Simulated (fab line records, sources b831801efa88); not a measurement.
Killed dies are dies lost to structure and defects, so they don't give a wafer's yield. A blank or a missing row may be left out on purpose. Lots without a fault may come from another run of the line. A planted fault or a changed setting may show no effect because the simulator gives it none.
fab line records | flow sky130
record lots=5 wafers=15 last_day=50
route steps=708 shown LDD_LDN@290 SPACER@304 POLY_CUT@307 SD_P@320
lots that met no fault: from a run of the same line without faults
start_h: hours from the record's first day to the start of the lot's first wafer shown | wait_h: hours since the lot's step before | " the same as in the row above | L1.1+2: a row that stands for several wafers | - no value, or no start given | * or withheld: withheld | < > ~ a bound
route shown NAME@n: a module of which the file shows steps, and the number in the route of the first | usual: mean/standard deviation of fault-free wafers | same: alike in all rows | chamber/n: place in a boat | sites: the reading at each site | _std_site: their standard deviation | _edge_site: outer sites' mean less inner sites' | radius_mm: how far each site lies from the wafer's centre | mask NAME#n: copy n | behind: the tool/chamber that last shaped the wafer | hold: why the lot was held/for how many hours/how that ended | device: the transistor (n, p or np) that didn't switch | end of line: the same wafers' tests at the end of the route | a step without rows: its recipe alone | killed: dies lost to structure and defects at the first sort, not the wafer's yield | map: a wafer's dies, x killed, . not, _ none there
set.NAME: the setting as run; set.NAME@STEP: as run at that earlier step | model.NAME: the simulator's own value behind a step, which no gauge read
lots at some steps of the route; a table a step, a row a wafer
services: from which hour (start_h, from the record's first day; less than 0 if before it) a tool's chamber was out of use, for how many hours, and why
## steps
# step SKY_LDD_LDN_HMDS_01
# recipe prime_time_s=60 prime_temp_c=120
# usual prime_temp_c=119.99/0.11
# columns lot.wafer tool chamber start_h wait_h prime_temp_c
L077.3 litho_track-03 0 537.47 0.1 120.01
L077.4 " 0 " " 120.04
L077.5 " 0 " " 119.84
L082.2 litho_track-03 0 577.64 0.1 119.96
L082.4 " 0 " " 119.86
L082.6 " 0 " " 119.84
L085.1 litho_track-03 0 613.97 0.1 120.11
L085.3 " 0 " " 120.06
L085.4 " 0 " " 119.97
L096.1 litho_track-04 0 690.65 0.1 119.92
L096.5 " 0 " " 119.98
L096.6 " 0 " " 120.01
L097.1 litho_track-04 0 696.05 0.1 120.10
L097.5 " 0 " " 119.99
L097.6 " 0 " " 120.11
# step SKY_LDD_LDN_COAT_02
# recipe resist=NOVOLAK spin_rpm=3000 resist_thk_nm=1140
# columns lot.wafer tool chamber start_h wait_h
L077.3+4+5 litho_track-03 0 537.62 0.1
L082.2+4+6 litho_track-03 0 577.79 0.1
L085.1+3+4 litho_track-03 0 614.12 0.1
L096.1+5+6 litho_track-04 0 690.80 0.1
L097.1+5+6 litho_track-04 0 696.20 0.1
# step SKY_LDD_LDN_SOFTBAKE_03
# recipe temp_c=90 time_s=60 resist=NOVOLAK
# usual heater_power_total_W=56.60/0.043
# columns lot.wafer tool chamber start_h wait_h heater_power_total_W
L077.3 litho_track-03 0 537.77 0.1 56.68
L077.4 " 0 " " 56.49
L077.5 " 0 " " 56.58
L082.2 litho_track-03 0 577.94 0.1 56.53
L082.4 " 0 " " 56.68
L082.6 " 0 " " 56.53
L085.1 litho_track-03 0 614.27 0.1 56.56
L085.3 " 0 " " 56.61
L085.4 " 0 " " 56.59
L096.1 litho_track-04 0 690.95 0.1 56.54
L096.5 " 0 " " 56.64
L096.6 " 0 " " 56.55
L097.1 litho_track-04 0 696.35 0.1 56.58
L097.5 " 0 " " 56.59
L097.6 " 0 " " 56.61
# step SKY_LDD_LDN_EXPOSE_04
# recipe mask_id=LDNTM na=0.6 source_shape=conventional sigma_outer=0.6 polarization=unpolarized target_cd_nm=700 dose_mj=140
# columns lot.wafer tool chamber start_h wait_h mask
L077.3+4+5 iline_stepper-01 0 - - LDNTM#0
L082.2+4+6 iline_stepper-02 0 - - LDNTM#0
L085.1+3+4 iline_stepper-01 0 - - LDNTM#0
L096.1+5+6 iline_stepper-01 0 - - LDNTM#0
L097.1+5+6 iline_stepper-02 0 - - LDNTM#0
# step SKY_LDD_LDN_PEB_05
# recipe temp_c=withheld time_s=* resist=NOVOLAK
# columns lot.wafer tool chamber start_h wait_h
L077.3+4+5 litho_track-03 0 - -
L082.2+4+6 litho_track-04 0 - -
L085.1+3+4 litho_track-04 0 - -
L096.1+5+6 litho_track-02 0 - -
L097.1+5+6 litho_track-03 0 - -
# step SKY_LDD_LDN_DEVELOP_06
# recipe resist=NOVOLAK developer=TMAH develop_time_s=60 dev_temp_c=23
# usual developer_temp_C=23.01/0.11
# columns lot.wafer tool chamber start_h wait_h developer_temp_C
L077.3 litho_track-03 0 552.47 0.1 23.17
L077.4 " 0 " " 23.14
L077.5 " 0 " " 23.01
L082.2 litho_track-04 0 592.47 0.1 22.93
L082.4 " 0 " " 22.94
L082.6 " 0 " " 22.88
L085.1 litho_track-04 0 629.25 0.1 22.99
L085.3 " 0 " " 23.18
L085.4 " 0 " " 23.04
L096.1 litho_track-02 0 704.56 0.1 22.97
L096.5 " 0 " " 23.14
L096.6 " 0 " " 23.00
L097.1 litho_track-03 0 709.92 0.1 23.13
L097.5 " 0 " " 23.13
L097.6 " 0 " " 23.13
# step SKY_LDD_LDN_OVL_MEAS_07
# usual LDD_LDN_OVL=-0.3/1.2
# columns lot.wafer tool chamber start_h wait_h LDD_LDN_OVL[nm]
L077.3 overlay-01 - 552.58 0.1 -0.2
L077.4 " - " " -0.4
L077.5 " - " " 1.5
L082.2 overlay-02 - 592.60 0.1 0.7
L082.4 " - " " 1.1
L082.6 " - " " 0.9
L085.1 overlay-01 - 629.40 0.1 -0.6
L085.3 " - " " 0.1
L085.4 " - " " 1.0
L096.1 overlay-01 - 704.71 0.1 -0.4
L096.5 " - " " 0.4
L096.6 " - " " -0.7
L097.1 overlay-01 - 710.07 0.1 -2.1
L097.5 " - " " -1.6
L097.6 " - " " -0.5
# step SKY_LDD_LDN_IMPLANT_08
# recipe species=As energy_kev=15 dose_cm2=1.25e+13 tilt_deg=withheld rotation_deg=23
# columns lot.wafer tool chamber start_h wait_h
L077.3+4+5 implanter-01 0 552.66 0.1
L082.2+4+6 implanter-03 0 592.66 0.0
L085.1+3+4 implanter-02 0 629.43 0.0
L096.1+5+6 implanter-02 0 704.75 0.0
L097.1+5+6 implanter-01 0 710.11 0.0
# step SKY_LDD_LDN_IMPLANT_09
# recipe species=As energy_kev=15 dose_cm2=1.25e+13 tilt_deg=withheld rotation_deg=113
# columns lot.wafer tool chamber start_h wait_h
L077.3+4+5 implanter-01 0 552.81 0.1
L082.2+4+6 implanter-03 0 592.81 0.1
L085.1+3+4 implanter-02 0 629.58 0.1
L096.1+5+6 implanter-02 0 704.90 0.1
L097.1+5+6 implanter-01 0 710.26 0.1
# step SKY_LDD_LDN_IMPLANT_10
# recipe species=As energy_kev=15 dose_cm2=1.25e+13 tilt_deg=withheld rotation_deg=203
# columns lot.wafer tool chamber start_h wait_h
L077.3+4+5 implanter-01 0 552.96 0.1
L082.2+4+6 implanter-03 0 592.96 0.1
L085.1+3+4 implanter-02 0 629.73 0.1
L096.1+5+6 implanter-02 0 705.05 0.1
L097.1+5+6 implanter-01 0 710.41 0.1
# step SKY_LDD_LDN_IMPLANT_11
# recipe species=As energy_kev=15 dose_cm2=1.25e+13 tilt_deg=withheld rotation_deg=293
# columns lot.wafer tool chamber start_h wait_h
L077.3+4+5 implanter-01 0 553.11 0.1
L082.2+4+6 implanter-03 0 593.11 0.1
L085.1+3+4 implanter-02 0 629.88 0.1
L096.1+5+6 implanter-02 0 705.20 0.1
L097.1+5+6 implanter-01 0 710.56 0.1
# step SKY_LDD_LDN_STRIP_12
# recipe chemistry=O2/N2 power_w=1400 pressure_mtorr=1500 platen_temp_c=withheld o2_flow_sccm=3000 n2_flow_sccm=300 overash_fraction=0.5
# usual drypump_motor_current_A=5.3/0.31 oes_product_au=0.716/0.0045 strip_time_to_endpoint_s=14.16/0.038
# columns lot.wafer tool chamber start_h wait_h drypump_motor_current_A oes_product_au rf_hours_counter_h strip_time_to_endpoint_s
L077.3 plasma_asher-04 0 553.24 0.1 5.1 0.714 - 14.12
L077.4 " 1 " " 5.2 0.714 - 14.11
L077.5 " 0 " " 5.1 0.715 - 14.09
L082.2 plasma_asher-02 1 593.23 0.1 5.8 0.708 46 14.16
L082.4 " 1 " " 5.7 0.717 - 14.16
L082.6 " 0 " " 5.6 0.718 - 14.15
L085.1 plasma_asher-01 0 630.03 0.1 4.8 0.708 20 14.13
L085.3 " 0 " " 4.8 0.713 - 14.14
L085.4 " 1 " " 5.5 0.715 - 14.15
L096.1 plasma_asher-02 1 705.35 0.1 5.7 0.724 58 14.17
L096.5 " 1 " " 5.7 0.712 - 14.18
L096.6 " 0 " " 5.6 0.716 - 14.17
L097.1 plasma_asher-04 0 710.71 0.1 5.1 0.715 78 14.16
L097.5 " 0 " " 5.2 0.721 - 14.17
L097.6 " 1 " " 5.3 0.715 - 14.18
# step SKY_LDD_LDN_TW_MEAS_13
# usual LDD_LDN_TW=1474/11
# columns lot.wafer tool chamber start_h wait_h LDD_LDN_TW
L077.3 film_metro-02 - 553.33 0.1 1482
L077.4 " - " " 1489
L077.5 " - " " 1484
L082.2 film_metro-02 - 593.34 0.1 1492
L082.4 " - " " 1488
L082.6 " - " " 1486
L085.1 film_metro-03 - 630.13 0.1 1456
L085.3 " - " " 1457
L085.4 " - " " 1462
L096.1 film_metro-04 - 705.45 0.1 1471
L096.5 " - " " 1460
L096.6 " - " " 1469
L097.1 film_metro-02 - 710.81 0.1 1488
L097.5 " - " " 1489
L097.6 " - " " 1487
# step SKY_LDD_LDN_CLEAN_14
# recipe chemistry=SC1/SC2 mix=1:4:20 temp_c=70 time_s=150 dry=n2_spin
# columns lot.wafer tool chamber start_h wait_h
L077.3+4+5 wet_bench-04 2 553.37 0.0
L082.2+4+6 wet_bench-02 0 593.39 0.0
L085.1+3+4 wet_bench-02 1 630.19 0.1
L096.1+5+6 wet_bench-02 2 705.51 0.1
L097.1+5+6 wet_bench-04 1 710.87 0.1
# step SKY_SPACER_CVD_00
# recipe material=Si3N4 precursor=DCS/NH3 target_thk_nm=43.1 temp_c=770 time_s=740 pressure_mtorr=250
# usual pressure_mtorr=250.0/0.57 spike_tc_lower_C=771.1/1 zone_power_top_pct=28.0/2.9
# columns lot.wafer tool chamber start_h wait_h pressure_mtorr spike_tc_lower_C zone_power_top_pct
L077.3 lpcvd-02 0 553.42 0.0 250.1 770.0 24.8
L077.4 " 0 " " 249.8 769.7 24.0
L077.5 " 0 " " 250.5 770.6 24.4
L082.2 lpcvd-02 0 593.54 0.1 250.1 770.1 24.7
L082.4 " 0 " " 250.1 771.8 24.3
L082.6 " 0 " " 250.1 770.5 24.5
L085.1 lpcvd-02 1 633.00 2.8 250.0 772.5 30.0
L085.3 " 1 " " 250.3 769.9 30.6
L085.4 " 1 " " 249.8 770.4 30.5
L096.1 lpcvd-02 1 705.99 0.4 249.3 771.9 29.8
L096.5 " 1 " " 249.6 771.2 30.3
L096.6 " 1 " " 249.9 771.4 30.5
L097.1 lpcvd-02 1 711.41 0.5 250.2 770.7 30.1
L097.5 " 1 " " 250.4 771.5 30.2
L097.6 " 1 " " 250.8 769.9 30.3
# step SKY_SPACER_THK_MEAS_01
# recipe reads=Si3N4_of_SPACER_CVD_00
# usual SPACER_CVD_00_THK=43.0/0.44
# columns lot.wafer tool chamber start_h wait_h SPACER_CVD_00_THK[nm]
L077.3 film_metro-01 - 554.64 0.0 42.6
L077.4 " - " " 42.9
L077.5 " - " " 42.8
L082.2 film_metro-04 - 594.76 0.0 43.0
L082.4 " - " " 43.3
L082.6 " - " " 43.1
L085.1 film_metro-04 - 634.20 0.0 42.5
L085.3 " - " " 42.2
L085.4 " - " " 42.5
L096.1 film_metro-04 - 707.19 0.0 43.1
L096.5 " - " " 43.3
L096.6 " - " " 43.1
L097.1 film_metro-02 - 712.62 0.0 43.5
L097.5 " - " " 43.9
L097.6 " - " " 43.5
# step SKY_SPACER_ETCHBACK_02
# recipe chemistry=CH3F/O2 target=Si3N4 stop_on=SiO2 source_w=400 bias_w=80 pressure_mtorr=25 ch3f_flow_sccm=40 O2_flow_sccm=30 time_s=46.7 target_depth_a=450
# usual O2_flow_sccm=30.00/0.09 drypump_motor_current_A=5.9/0.41 oes_product_au=0.853/0.0068 throttle_valve_pct=10.562/0.0086
# columns lot.wafer tool chamber start_h wait_h O2_flow_sccm drypump_motor_current_A oes_product_au rf_hours_counter_h throttle_valve_pct
L077.3 rie_diel-01 1 554.68 0.0 29.99 5.8 0.858 7 10.563
L077.4 " 1 " " 30.10 5.8 0.851 - 10.559
L077.5 " 0 " " 30.13 5.6 0.849 - 10.570
L082.2 rie_diel-01 1 594.81 0.0 30.01 5.8 0.851 8 10.559
L082.4 " 0 " " 29.99 5.7 0.866 9 10.568
L082.6 " 3 " " 30.05 6.1 0.852 - 10.553
L085.1 rie_diel-03 0 634.26 0.1 30.05 6.1 0.846 10 10.573
L085.3 " 1 " " 29.85 5.4 0.844 1 10.563
L085.4 " 2 " " 29.95 5.1 0.849 - 10.556
L096.1 rie_diel-01 2 707.25 0.1 30.03 5.7 0.856 54 10.551
L096.5 " 2 " " 30.17 5.7 0.860 - 10.556
L096.6 " 3 " " 30.17 6.1 0.859 - 10.559
L097.1 rie_diel-03 3 712.68 0.1 29.97 5.9 0.847 9 10.566
L097.5 " 3 " " 29.89 5.9 0.862 - 10.563
L097.6 " 2 " " 30.07 5.1 0.869 - 10.558
# step SKY_POLY_CUT_DEHYDRATE_00
# recipe temp_c=200 time_s=60
# usual heater_power_total_W=160.37/0.12
# columns lot.wafer tool chamber start_h wait_h heater_power_total_W
L077.3 litho_track-03 0 569.22 14.5 160.55
L077.4 " 0 " " 160.31
L077.5 " 0 " " 160.37
L082.2 litho_track-01 0 609.59 14.8 160.28
L082.4 " 0 " " 160.60
L082.6 " 0 " " 160.38
L085.1 litho_track-03 0 647.22 12.9 160.22
L085.3 " 0 " " 160.45
L085.4 " 0 " " 160.20
L096.1 litho_track-02 0 720.06 12.8 160.46
L096.5 " 0 " " 160.29
L096.6 " 0 " " 160.38
L097.1 litho_track-01 0 726.42 13.7 160.61
L097.5 " 0 " " 160.34
L097.6 " 0 " " 160.33
# step SKY_POLY_CUT_HMDS_01
# recipe prime_time_s=60 prime_temp_c=120
# usual prime_temp_c=120.01/0.14
# columns lot.wafer tool chamber start_h wait_h prime_temp_c
L077.3 litho_track-03 0 569.37 0.1 119.95
L077.4 " 0 " " 119.97
L077.5 " 0 " " 119.99
L082.2 litho_track-01 0 609.74 0.1 120.16
L082.4 " 0 " " 119.81
L082.6 " 0 " " 120.05
L085.1 litho_track-03 0 647.37 0.1 120.23
L085.3 " 0 " " 120.18
L085.4 " 0 " " 120.03
L096.1 litho_track-02 0 720.21 0.1 119.93
L096.5 " 0 " " 119.93
L096.6 " 0 " " 119.80
L097.1 litho_track-01 0 726.57 0.1 119.83
L097.5 " 0 " " 120.18
L097.6 " 0 " " 119.79
# step SKY_POLY_CUT_COAT_02
# recipe resist=BARC temp_c=withheld time_s=withheld spin_rpm=3000 resist_thk_nm=60
# columns lot.wafer tool chamber start_h wait_h
L077.3+4+5 litho_track-03 0 569.52 0.1
L082.2+4+6 litho_track-01 0 609.89 0.1
L085.1+3+4 litho_track-03 0 647.52 0.1
L096.1+5+6 litho_track-02 0 720.36 0.1
L097.1+5+6 litho_track-01 0 726.72 0.1
# step SKY_POLY_CUT_COAT_03
# recipe resist=KrF-thick spin_rpm=3000 resist_thk_nm=450
# columns lot.wafer tool chamber start_h wait_h
L077.3+4+5 litho_track-03 0 - -
L082.2+4+6 litho_track-01 0 - -
L085.1+3+4 litho_track-03 0 - -
L096.1+5+6 litho_track-02 0 - -
L097.1+5+6 litho_track-01 0 - -
# step SKY_POLY_CUT_SOFTBAKE_04
# recipe temp_c=100 time_s=90 resist=KrF-thick
# usual heater_power_total_W=57.36/0.12
# columns lot.wafer tool chamber start_h wait_h heater_power_total_W
L077.3 litho_track-03 0 - - 57.32
L077.4 " 0 " " 57.25
L077.5 " 0 " " 57.38
L082.2 litho_track-01 0 - - 57.29
L082.4 " 0 " " 57.47
L082.6 " 0 " " 57.20
L085.1 litho_track-03 0 - - 57.39
L085.3 " 0 " " 57.42
L085.4 " 0 " " 57.47
L096.1 litho_track-02 0 - - 57.38
L096.5 " 0 " " 57.27
L096.6 " 0 " " 57.36
L097.1 litho_track-01 0 - - 57.36
L097.5 " 0 " " 57.37
L097.6 " 0 " " 57.47
# step SKY_POLY_CUT_EXPOSE_05
# recipe mask_id=NPCM na=0.8 source_shape=annular sigma_inner=0.55 sigma_outer=0.85 target_cd_nm=270 dose_mj=32
# columns lot.wafer tool chamber start_h wait_h mask
L077.3+4+5 krf_scanner-01 0 - - NPCM#0
L082.2+4+6 krf_scanner-02 0 - - NPCM#0
L085.1+3+4 krf_scanner-01 0 - - NPCM#0
L096.1+5+6 krf_scanner-01 0 - - NPCM#0
L097.1+5+6 krf_scanner-02 0 - - NPCM#0
# step SKY_POLY_CUT_PEB_06
# recipe peb_temp_c=withheld peb_time_s=withheld resist=KrF-thick
# columns lot.wafer tool chamber start_h wait_h
L077.3+4+5 litho_track-03 0 - -
L082.2+4+6 litho_track-03 0 - -
L085.1+3+4 litho_track-03 0 - -
L096.1+5+6 litho_track-02 0 - -
L097.1+5+6 litho_track-02 0 - -
# step SKY_POLY_CUT_DEVELOP_07
# recipe develop_time_s=60 resist=KrF-thick dev_temp_c=21
# usual developer_temp_C=21.00/0.11
# columns lot.wafer tool chamber start_h wait_h developer_temp_C
L077.3 litho_track-03 0 - - 20.88
L077.4 " 0 " " 20.88
L077.5 " 0 " " 20.84
L082.2 litho_track-03 0 - - 21.05
L082.4 " 0 " " 21.03
L082.6 " 0 " " 21.21
L085.1 litho_track-03 0 - - 21.03
L085.3 " 0 " " 20.93
L085.4 " 0 " " 20.99
L096.1 litho_track-02 0 - - 20.99
L096.5 " 0 " " 21.07
L096.6 " 0 " " 21.10
L097.1 litho_track-02 0 - - 20.94
L097.5 " 0 " " 21.02
L097.6 " 0 " " 20.96
# step SKY_POLY_CUT_CD_MEAS_08
# recipe target_cd_nm=270
# usual cd_nm=270.0/1.4
# columns lot.wafer tool chamber start_h wait_h cd_nm
L077.3 cd_sem-01 - 584.11 - 269.8
L077.4 " - " " 271.2
L077.5 " - " " 270.8
L082.2 cd_sem-02 - 624.44 - 269.9
L082.4 " - " " 269.6
L082.6 " - " " 269.9
L085.1 cd_sem-01 - 662.17 - 269.1
L085.3 " - " " 270.4
L085.4 " - " " 268.8
L096.1 cd_sem-01 - 734.16 - 270.7
L096.5 " - " " 271.0
L096.6 " - " " 272.4
L097.1 cd_sem-01 - 740.66 - 271.5
L097.5 " - " " 269.8
L097.6 " - " " 270.4
# step SKY_POLY_CUT_OVL_MEAS_09
# usual POLY_CUT_OVL=1/6.1
# columns lot.wafer tool chamber start_h wait_h POLY_CUT_OVL[nm]
L077.3 overlay-02 - 584.20 0.1 -1
L077.4 " - " " -3
L077.5 " - " " 4
L082.2 overlay-01 - 624.55 0.1 0
L082.4 " - " " 1
L082.6 " - " " -3
L085.1 overlay-02 - 662.29 0.1 -6
L085.3 " - " " -7
L085.4 " - " " -5
L096.1 overlay-02 - 734.28 0.1 -1
L096.5 " - " " 1
L096.6 " - " " -7
L097.1 overlay-02 - 740.78 0.1 -14
L097.5 " - " " -8
L097.6 " - " " -6
# step SKY_POLY_CUT_ETCH_10
# recipe chemistry=N2/H2 target=BARC ion_energy_ev=200 source_w=500 bias_w=100 pressure_mtorr=30 n2_flow_sccm=100 h2_flow_sccm=200 stop_on=SiO2 time_s=45.9 target_depth_a=600
# usual drypump_motor_current_A=5.9/0.48 oes_product_au=0.855/0.0049 throttle_valve_pct=13.225/0.0093
# columns lot.wafer tool chamber start_h wait_h drypump_motor_current_A oes_product_au rf_hours_counter_h throttle_valve_pct
L077.3 rie_diel-03 0 584.23 0.0 6.2 0.855 10 13.225
L077.4 " 3 " " 5.9 0.858 - 13.212
L077.5 " 0 " " 6.2 0.856 - 13.219
L082.2 rie_diel-02 1 624.58 0.0 6.0 0.846 9 13.227
L082.4 " 3 " " 6.4 0.858 5 13.209
L082.6 " 2 " " 5.4 0.847 - 13.233
L085.1 rie_diel-03 0 662.33 0.0 6.2 0.858 11 13.217
L085.3 " 2 " " 5.1 0.850 10 13.225
L085.4 " 3 " " 5.9 0.860 8 13.211
L096.1 rie_diel-02 0 734.32 0.0 6.4 0.853 13 13.209
L096.5 " 0 " " 6.4 0.846 - 13.237
L096.6 " 1 " " 6.0 0.854 - 13.234
L097.1 rie_diel-03 1 740.82 0.0 5.4 0.844 4 13.222
L097.5 " 0 " " 6.1 0.851 - 13.221
L097.6 " 1 " " 5.4 0.849 - 13.228
# step SKY_POLY_CUT_ETCH_11
# recipe target=Si3N4 chemistry=CF4/CH2F2/Ar stop_on=poly-Si source_w=600 bias_w=150 pressure_mtorr=40 cf4_flow_sccm=40 ch2f2_flow_sccm=20 Ar_flow_sccm=150 time_s=42.5 target_depth_a=600
# usual drypump_motor_current_A=5.9/0.48 oes_product_au=0.830/0.0059 throttle_valve_pct=14.995/0.0088
# columns lot.wafer tool chamber start_h wait_h drypump_motor_current_A oes_product_au rf_hours_counter_h throttle_valve_pct
L077.3 rie_diel-03 0 584.27 0.0 6.1 0.831 10 14.998
L077.4 " 3 " " 5.9 0.828 - 15.016
L077.5 " 0 " " 6.2 0.836 - 14.990
L082.2 rie_diel-02 1 624.62 0.0 6.0 0.838 9 14.994
L082.4 " 3 " " 6.3 0.839 5 14.982
L082.6 " 2 " " 5.4 0.826 - 15.010
L085.1 rie_diel-03 0 662.37 0.0 6.2 0.834 11 14.986
L085.3 " 2 " " 5.1 0.836 10 14.985
L085.4 " 3 " " 5.9 0.829 8 15.006
L096.1 rie_diel-02 0 734.36 0.0 6.3 0.845 13 15.000
L096.5 " 0 " " 6.3 0.832 - 15.002
L096.6 " 1 " " 6.0 0.835 - 14.994
L097.1 rie_diel-03 1 740.86 0.0 5.4 0.834 4 14.987
L097.5 " 0 " " 6.1 0.828 - 14.998
L097.6 " 1 " " 5.4 0.826 - 15.002
# step SKY_POLY_CUT_STRIP_12
# recipe chemistry=O2/N2 power_w=1400 pressure_mtorr=1500 platen_temp_c=withheld o2_flow_sccm=3000 n2_flow_sccm=300 overash_fraction=0.5
# usual drypump_motor_current_A=5.7/0.33 oes_product_au=0.452/0.0052 strip_time_to_endpoint_s=5.358/0.015
# columns lot.wafer tool chamber start_h wait_h drypump_motor_current_A oes_product_au rf_hours_counter_h strip_time_to_endpoint_s
L077.3 plasma_asher-03 0 584.34 0.1 6.0 0.447 - 5.349
L077.4 " 1 " " 5.9 0.445 - 5.368
L077.5 " 0 " " 6.0 0.450 - 5.344
L082.2 plasma_asher-04 0 624.66 0.0 5.1 0.446 73 5.366
L082.4 " 1 " " 5.3 0.453 - 5.365
L082.6 " 1 " " 5.3 0.452 - 5.361
L085.1 plasma_asher-02 1 662.41 0.0 5.7 0.449 54 5.336
L085.3 " 1 " " 5.7 0.449 - 5.365
L085.4 " 0 " " 5.6 0.453 - 5.332
L096.1 plasma_asher-04 1 734.40 0.0 5.3 0.448 80 5.356
L096.5 " 1 " " 5.3 0.454 - 5.370
L096.6 " 0 " " 5.1 0.443 - 5.363
L097.1 plasma_asher-02 0 740.90 0.0 5.6 0.446 62 5.352
L097.5 " 0 " " 5.6 0.451 - 5.343
L097.6 " 1 " " 5.7 0.448 - 5.320
# step SKY_SD_P_DEHYDRATE_00
# recipe temp_c=200 time_s=60
# usual heater_power_total_W=160.38/0.12
# columns lot.wafer tool chamber start_h wait_h heater_power_total_W
L077.3 litho_track-01 0 598.72 14.3 160.35
L077.4 " 0 " " 160.31
L077.5 " 0 " " 160.50
L082.2 litho_track-03 0 639.34 14.7 160.29
L082.4 " 0 " " 160.20
L082.6 " 0 " " 160.46
L085.1 litho_track-03 0 676.37 13.9 160.27
L085.3 " 0 " " 160.37
L085.4 " 0 " " 160.52
L096.1 litho_track-01 0 747.57 13.1 160.59
L096.5 " 0 " " 160.32
L096.6 " 0 " " 160.60
L097.1 litho_track-01 0 754.12 13.2 160.14
L097.5 " 0 " " 160.43
L097.6 " 0 " " 160.38
# step SKY_SD_P_HMDS_01
# recipe prime_time_s=60 prime_temp_c=120
# usual prime_temp_c=119.98/0.13
# columns lot.wafer tool chamber start_h wait_h prime_temp_c
L077.3 litho_track-01 0 598.87 0.1 120.18
L077.4 " 0 " " 120.17
L077.5 " 0 " " 120.07
L082.2 litho_track-03 0 639.49 0.1 120.10
L082.4 " 0 " " 119.81
L082.6 " 0 " " 119.96
L085.1 litho_track-03 0 676.52 0.1 120.08
L085.3 " 0 " " 119.69
L085.4 " 0 " " 119.90
L096.1 litho_track-01 0 747.72 0.1 120.04
L096.5 " 0 " " 120.04
L096.6 " 0 " " 119.99
L097.1 litho_track-01 0 754.27 0.1 120.01
L097.5 " 0 " " 120.13
L097.6 " 0 " " 119.89
# step SKY_SD_P_COAT_02
# recipe resist=NOVOLAK spin_rpm=3000 resist_thk_nm=1140
# columns lot.wafer tool chamber start_h wait_h
L077.3+4+5 litho_track-01 0 599.02 0.1
L082.2+4+6 litho_track-03 0 639.64 0.1
L085.1+3+4 litho_track-03 0 676.67 0.1
L096.1+5+6 litho_track-01 0 747.87 0.1
L097.1+5+6 litho_track-01 0 754.42 0.1
# step SKY_SD_P_SOFTBAKE_03
# recipe temp_c=90 time_s=60 resist=NOVOLAK
# usual heater_power_total_W=56.59/0.045
# columns lot.wafer tool chamber start_h wait_h heater_power_total_W
L077.3 litho_track-01 0 599.17 0.1 56.60
L077.4 " 0 " " 56.54
L077.5 " 0 " " 56.63
L082.2 litho_track-03 0 639.79 0.1 56.67
L082.4 " 0 " " 56.56
L082.6 " 0 " " 56.61
L085.1 litho_track-03 0 676.82 0.1 56.57
L085.3 " 0 " " 56.60
L085.4 " 0 " " 56.58
L096.1 litho_track-01 0 748.02 0.1 56.58
L096.5 " 0 " " 56.47
L096.6 " 0 " " 56.64
L097.1 litho_track-01 0 754.57 0.1 56.58
L097.5 " 0 " " 56.62
L097.6 " 0 " " 56.60
# step SKY_SD_P_EXPOSE_04
# recipe mask_id=PSDM na=0.6 source_shape=conventional sigma_outer=0.6 polarization=unpolarized target_cd_nm=380 dose_mj=138
# columns lot.wafer tool chamber start_h wait_h mask
L077.3+4+5 iline_stepper-01 0 - - PSDM#0
L082.2+4+6 iline_stepper-02 0 - - PSDM#0
L085.1+3+4 iline_stepper-01 0 - - PSDM#0
L096.1+5+6 iline_stepper-02 0 - - PSDM#0
L097.1+5+6 iline_stepper-01 0 - - PSDM#0
# step SKY_SD_P_PEB_05
# recipe temp_c=withheld time_s=* resist=NOVOLAK
# columns lot.wafer tool chamber start_h wait_h
L077.3+4+5 litho_track-01 0 - -
L082.2+4+6 litho_track-03 0 - -
L085.1+3+4 litho_track-03 0 - -
L096.1+5+6 litho_track-04 0 - -
L097.1+5+6 litho_track-01 0 - -
# step SKY_SD_P_DEVELOP_06
# recipe resist=NOVOLAK developer=TMAH develop_time_s=60 dev_temp_c=23
# usual developer_temp_C=23.00/0.12
# columns lot.wafer tool chamber start_h wait_h developer_temp_C
L077.3 litho_track-01 0 613.72 0.1 23.07
L077.4 " 0 " " 23.18
L077.5 " 0 " " 23.01
L082.2 litho_track-03 0 653.24 0.1 23.02
L082.4 " 0 " " 22.89
L082.6 " 0 " " 22.93
L085.1 litho_track-03 0 690.72 0.1 22.77
L085.3 " 0 " " 22.75
L085.4 " 0 " " 22.68
L096.1 litho_track-04 0 761.15 0.1 23.01
L096.5 " 0 " " 23.04
L096.6 " 0 " " 22.92
L097.1 litho_track-01 0 767.82 0.1 22.84
L097.5 " 0 " " 22.87
L097.6 " 0 " " 22.97
# step SKY_SD_P_CD_MEAS_07
# recipe target_cd_nm=380
# usual cd_nm=380.0/2.2
# columns lot.wafer tool chamber start_h wait_h cd_nm
L077.3 cd_sem-01 - 613.86 0.1 377.8
L077.4 " - " " 380.3
L077.5 " - " " 380.1
L082.2 cd_sem-02 - 653.39 0.1 381.8
L082.4 " - " " 381.3
L082.6 " - " " 381.9
L085.1 cd_sem-02 - 690.87 0.1 376.3
L085.3 " - " " 378.6
L085.4 " - " " 376.7
L096.1 cd_sem-01 - 761.30 0.1 378.2
L096.5 " - " " 380.5
L096.6 " - " " 379.0
L097.1 cd_sem-02 - 767.97 0.1 382.8
L097.5 " - " " 380.8
L097.6 " - " " 380.7
## services
# columns tool chamber start_h hours kind
iline_stepper-01 - 517.57 5.9 repair
rie_diel-03 - 518.53 0.3 repair
iline_stepper-01 - 526.50 1.7 pm
implanter-02 - 530.62 3.6 repair
implanter-02 - 533.66 9.8 repair
rie_diel-03 0 539.54 5.4 repair
rie_diel-03 1 539.55 1.6 repair
rie_diel-03 - 552.41 1.6 repair
rie_diel-03 0 559.48 4.6 repair
rie_diel-02 3 562.01 8.5 repair
rie_diel-03 0 566.26 7.1 repair
rie_diel-02 0 574.69 6.0 repair
implanter-03 - 577.36 4.6 repair
plasma_asher-04 - 579.43 1.4 repair
implanter-02 - 582.66 6.2 repair
implanter-01 - 603.43 6.5 repair
rie_diel-03 0 607.34 20.7 repair
rie_diel-03 3 622.40 14.3 repair
rie_diel-03 1 626.73 4.7 repair
lpcvd-02 - 627.53 4.4 repair
implanter-02 - 676.76 3.1 repair
rie_diel-03 2 715.56 4.6 repair
iline_stepper-01 - 727.79 4.4 pm
iline_stepper-01 - 744.60 1.7 pm
## key
fault none
